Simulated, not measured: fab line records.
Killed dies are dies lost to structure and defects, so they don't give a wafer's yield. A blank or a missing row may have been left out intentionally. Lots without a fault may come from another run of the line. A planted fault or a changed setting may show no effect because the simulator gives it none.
Which of the tools did it? + flow gf180mcu + 39 wafers from 13 lots sampled at 5 of the route's 602 steps

## WHAT EACH GAUGE READ, for each wafer
GF_V5_THK_MEAS_01. Usual: V5_CVD_00_THK 297.5 nm, standard deviation 2.3.
| lot  | measured     | on            | V5_CVD_00_THK (nm) | flag |
|------|--------------|---------------|--------------------|------|
| L662 | day 25 22:11 | film-metro-01 | 300.7 301.7 299.9  |      |
| L664 | day 26 15:16 | film-metro-03 | 295.5 298.9 297.5  |      |
| L665 | day 27 03:55 | film-metro-03 | 297.5 296.9 297.2  |      |
| L666 | day 27 12:53 | film-metro-02 | 290.7 294.4 295.4  |      |
| L667 | day 27 15:32 | film-metro-01 | 295.6 298.3 296.8  |      |
| L669 | day 28 20:25 | film-metro-02 | 299.4 293.6 294.5  |      |
| L671 | day 29 03:43 | film-metro-03 | 593.7 589.8 594.2  | OFF  |
| L672 | day 30 02:02 | film-metro-02 | 295.9 301.7 300.7  |      |
| L673 | day 30 10:34 | film-metro-01 | 594.3 596.9 590.6  | OFF  |
| L676 | day 31 08:41 | film-metro-03 | 297.7 297.9 297.8  |      |
| L679 | day 31 13:19 | film-metro-01 | 601.2 599.6 599.2  | OFF  |
| L683 | day 32 09:58 | film-metro-01 | 295.0 294.6 298.2  |      |
| L684 | day 32 14:51 | film-metro-02 | 296.3 298.5 300.1  |      |

GF_V5_BOW_MEAS_05. Usual: V5_BOW 138 um, standard deviation 9.7.
| lot  | measured     | on            | V5_BOW (um) | flag |
|------|--------------|---------------|-------------|------|
| L662 | day 25 22:43 | film-metro-01 | 132 141 125 |      |
| L664 | day 26 15:48 | film-metro-02 | 141 147 153 |      |
| L665 | day 27 04:26 | film-metro-03 | 129 141 135 |      |
| L666 | day 27 13:25 | film-metro-02 | 142 124 133 |      |
| L667 | day 27 16:05 | film-metro-01 | 138 147 146 |      |
| L669 | day 28 20:56 | film-metro-03 | 146 147 139 |      |
| L671 | day 29 04:14 | film-metro-02 | 152 147 154 |      |
| L672 | day 30 02:34 | film-metro-01 | 131 133 130 |      |
| L673 | day 30 11:05 | film-metro-03 | 155 157 146 |      |
| L676 | day 31 09:14 | film-metro-02 | 139 123 133 |      |
| L679 | day 31 13:55 | film-metro-03 | 145 157 146 |      |
| L683 | day 32 10:29 | film-metro-03 | 141 135 134 |      |
| L684 | day 32 15:23 | film-metro-02 | 151 155 149 |      |

GF_V5_OVL_MEAS_15. Usual: V5_OVL 1 nm, standard deviation 5.5.
| lot  | measured     | on         | V5_OVL (nm) | flag |
|------|--------------|------------|-------------|------|
| L662 | day 26 19:40 | overlay-02 | -2 -5 -9    |      |
| L664 | day 27 12:02 | overlay-02 | 7 5 -1      |      |
| L665 | day 28 00:14 | overlay-02 | -8 -6 -5    |      |
| L666 | day 28 09:29 | overlay-01 | -1 -9 -12   |      |
| L667 | day 28 11:33 | overlay-02 | 9 7 11      |      |
| L669 | day 29 16:05 | overlay-02 | 5 1 4       |      |
| L671 | day 29 22:50 | overlay-01 | -5 -3 -7    |      |
| L672 | day 30 20:27 | overlay-01 | -1 1 -1     |      |
| L673 | day 31 05:23 | overlay-01 | -4 -1 -5    |      |
| L676 | day 32 02:41 | overlay-02 | -6 5 -7     |      |
| L679 | day 32 06:53 | overlay-01 | 13 8 11     |      |
| L683 | day 33 03:06 | overlay-01 | -1 -3 2     |      |
| L684 | day 33 07:41 | overlay-02 | 4 2 6       |      |

## EACH LOT AND THE TOOL THAT RAN IT (in order: tool; ch and the chambers of the sampled wafers; start)
| lot  | GF_MIM_SPUTTER_09            | GF_V5_CVD_00                     |
|------|------------------------------|----------------------------------|
| L662 | pvd-sputter-01, day 24 01:19 | hdpcvd-01 ch 1,2, day 25 22:07   |
| L664 | pvd-sputter-02, day 24 20:00 | hdpcvd-01 ch 0,1, day 26 15:13   |
| L665 | pvd-sputter-02, day 25 08:13 | hdpcvd-02 ch 0,2, day 27 03:50   |
| L666 | pvd-sputter-04, day 25 18:16 | hdpcvd-01 ch 0,2, day 27 12:50   |
| L667 | pvd-sputter-01, day 25 21:49 | hdpcvd-01 ch 0,1,2, day 27 15:28 |
| L669 | pvd-sputter-04, day 27 04:32 | hdpcvd-02 ch 0,2, day 28 20:21   |
| L671 | pvd-sputter-02, day 27 11:23 | hdpcvd-02 ch 0,1,2, day 29 03:28 |
| L672 | pvd-sputter-02, day 28 11:02 | hdpcvd-01 ch 0,1, day 30 01:59   |
| L673 | pvd-sputter-01, day 28 19:39 | hdpcvd-01 ch 0,1, day 30 10:19   |
| L676 | pvd-sputter-01, day 29 20:05 | hdpcvd-01 ch 0,1,2, day 31 08:38 |
| L679 | pvd-sputter-04, day 30 00:31 | hdpcvd-02 ch 0,2, day 31 13:02   |
| L683 | pvd-sputter-04, day 30 23:29 | hdpcvd-02 ch 0,1, day 32 09:55   |
| L684 | pvd-sputter-01, day 31 03:26 | hdpcvd-02 ch 0,1,2, day 32 14:47 |
- GF_MIM_SPUTTER_09: material TiN, target thk 35 nm, time 29.2 s.
- GF_V5_CVD_00: deposits SiO2, target thk 300 nm, time 50 s.

## AS READ BY THE TOOLS THEMSELVES (means over the sampled wafers that have a number; for cases with no such wafer, the mark the record gives instead)
GF_MIM_SPUTTER_09. Usual: throttle-valve-pct 29.9 %, standard deviation 0.87.
| lot  | tool           | throttle-valve-pct (%) | flag |
|------|----------------|------------------------|------|
| L662 | pvd-sputter-01 | 30.4                   |      |
| L664 | pvd-sputter-02 | 29.5                   |      |
| L665 | pvd-sputter-02 | 29.5                   |      |
| L666 | pvd-sputter-04 | 29.8                   |      |
| L667 | pvd-sputter-01 | 30.6                   |      |
| L669 | pvd-sputter-04 | 29.8                   |      |
| L671 | pvd-sputter-02 | 29.1                   |      |
| L672 | pvd-sputter-02 | 30.0                   |      |
| L673 | pvd-sputter-01 | 30.4                   |      |
| L676 | pvd-sputter-01 | 30.4                   |      |
| L679 | pvd-sputter-04 | 30.3                   |      |
| L683 | pvd-sputter-04 | 29.7                   |      |
| L684 | pvd-sputter-01 | 30.6                   |      |

## THE ANSWER, worked out from the rows above alone
Rule: lot off if the mean of its wafers having a number is beyond 3 standard deviations from the usual mean. A lot without any number at a reading at which 4 lots or more have one is off too. Where the step has rows for the other lots, those lots are counted as sound. The gauges are gone through in route order, then the tools' own readings, and for those a lot's mean is taken as printed above. At the first step where some lot is off, the reading lying furthest off is the one used; lots without a number count as furthest.
Off: L671, L673, L679, seen at GF_V5_THK_MEAS_01 (V5_CVD_00_THK).
A tool fits if, at a process step before that reading, it ran every lot that is off, and no sound lot after the first of them. Gauges at GF_V5_THK_MEAS_01: tried the same way as those tools. Of those tried, none fits.

## WHAT HAD BEEN PUT IN BY THE SIMULATOR
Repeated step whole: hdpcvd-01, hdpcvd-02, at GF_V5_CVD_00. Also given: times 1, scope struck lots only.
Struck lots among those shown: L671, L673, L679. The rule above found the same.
